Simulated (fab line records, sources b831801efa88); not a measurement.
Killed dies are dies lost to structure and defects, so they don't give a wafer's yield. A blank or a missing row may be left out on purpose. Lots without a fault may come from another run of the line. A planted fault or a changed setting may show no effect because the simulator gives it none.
Which tool did it? | flow sky130 | 13 lots, 39 wafers sampled, at 3 steps of a route of 708

WHAT THE GAUGES READ, wafer by wafer
SKY_METAL1_RS_MEAS_05: measures by four-point-probe. Usual: METAL1_ALCU_RS 0.1258 ohm/sq, standard deviation 0.0015.
lot  | measured     | on            | METAL1_ALCU_RS (ohm/sq) | flag
L243 | day 31 15:05 | film_metro-03 | 0.1245 0.1251 0.1259    |
L244 | day 31 20:49 | film_metro-03 | 0.1261 0.1252 0.1250    |
L245 | day 31 22:52 | film_metro-01 | 0.1272 0.1254 0.1270    |
L246 | day 32 09:05 | film_metro-03 | 0.1255 0.1252 0.1251    |
L250 | day 34 02:34 | film_metro-02 | 0.1248 0.1256 0.1256    |
L251 | day 34 22:47 | film_metro-02 | 0.1255 0.1266 0.1260    |
L254 | day 35 07:28 | film_metro-01 | 0.1275 0.1289 0.1274    |
L253 | day 35 09:58 | film_metro-02 | 0.1265 0.1263 0.1296    |
L261 | day 37 09:45 | film_metro-02 | 0.1249 0.1265 0.1265    |
L262 | day 37 14:15 | film_metro-01 | 0.1243 0.1261 0.1237    |
L263 | day 37 21:01 | film_metro-01 | 0.1235 0.1253 0.1227    |
L264 | day 37 22:05 | film_metro-02 | 0.1259 0.1253 0.1251    |
L266 | day 38 21:03 | film_metro-02 | 0.1287 0.1260 0.1269    |

SKY_VIA1_BOW_MEAS_03. Usual: VIA1_BOW 81 um, standard deviation 6.8.
lot  | measured     | on            | VIA1_BOW (um) | flag
L243 | day 32 19:51 | film_metro-03 | 97 67 90      |
L244 | day 33 00:58 | film_metro-04 | 71 80 83      |
L245 | day 33 03:22 | film_metro-01 | 78 68 80      |
L246 | day 33 13:14 | film_metro-04 | 71 84 78      |
L250 | day 35 05:49 | film_metro-01 | 77 93 91      |
L251 | day 36 02:37 | film_metro-04 | 73 70 78      |
L254 | day 36 10:58 | film_metro-03 | 77 78 79      |
L253 | day 36 13:09 | film_metro-01 | 83 69 87      |
L261 | day 38 12:17 | film_metro-03 | 83 89 89      |
L262 | day 38 16:46 | film_metro-04 | 75 77 75      |
L263 | day 38 23:45 | film_metro-01 | 74 79 72      |
L264 | day 39 00:53 | film_metro-01 | 90 82 78      |
L266 | day 39 23:57 | film_metro-01 | 92 82 82      |

SKY_VIA1_CD_MEAS_12: target cd 150 nm. Usual: cd_nm 149.7 nm, standard deviation 1.5.
lot  | measured     | on        | cd_nm (nm)        | flag
L243 | day 33 22:26 | cd_sem-02 | 150.5 149.1 150.9 |
L244 | day 34 04:16 | cd_sem-01 | 150.0 149.4 148.9 |
L245 | day 34 05:59 | cd_sem-02 | 150.0 150.2 149.4 |
L246 | day 34 17:48 | cd_sem-01 | 148.1 148.3 149.5 |
L250 | day 36 07:45 | cd_sem-01 | 151.4 152.3 152.2 |
L251 | day 37 05:00 | cd_sem-02 | 149.5 148.9 149.6 |
L254 | day 37 12:25 | cd_sem-01 | 147.9 148.3 148.8 |
L253 | day 37 14:56 | cd_sem-01 | 149.4 150.4 148.8 |
L261 | day 39 13:02 | cd_sem-02 | 148.1 148.7 147.9 |
L262 | day 39 17:39 | cd_sem-02 | 149.0 149.0 150.1 |
L263 | day 39 23:48 | cd_sem-01 | 149.8 147.8 150.2 |
L264 | day 39 23:50 | cd_sem-02 | 149.4 150.2 149.3 |
L266 | day 41 00:40 | cd_sem-01 | 147.8 147.7 147.2 |

WHICH TOOL RAN EACH LOT (tool, then ch and the chambers of the sampled wafers, then the start)
The record holds no process step before these readings.

WHAT THE TOOLS THEMSELVES READ (means of the sampled wafers that have a number; where no wafer has one, the mark that the record gives instead)
The record holds no such reading with a usual standard deviation.

THE ANSWER, worked out from the rows above alone
Rule: a lot is off if the mean of its wafers that have a number lies more than 3 standard deviations from the usual mean. A lot without any number at a reading at which 4 lots or more have one is off too. The other lots that the step has rows for count as sound. The gauges are gone through in route order, then the tools' own readings, and for those a lot's mean is taken as printed above. The first step at which some lot is off is used, and at that step the reading that is off furthest; a lot without a number counts as furthest.
No lot is off at any reading shown: from this, nothing can be told.

WHAT THE SIMULATOR HAD PUT IN
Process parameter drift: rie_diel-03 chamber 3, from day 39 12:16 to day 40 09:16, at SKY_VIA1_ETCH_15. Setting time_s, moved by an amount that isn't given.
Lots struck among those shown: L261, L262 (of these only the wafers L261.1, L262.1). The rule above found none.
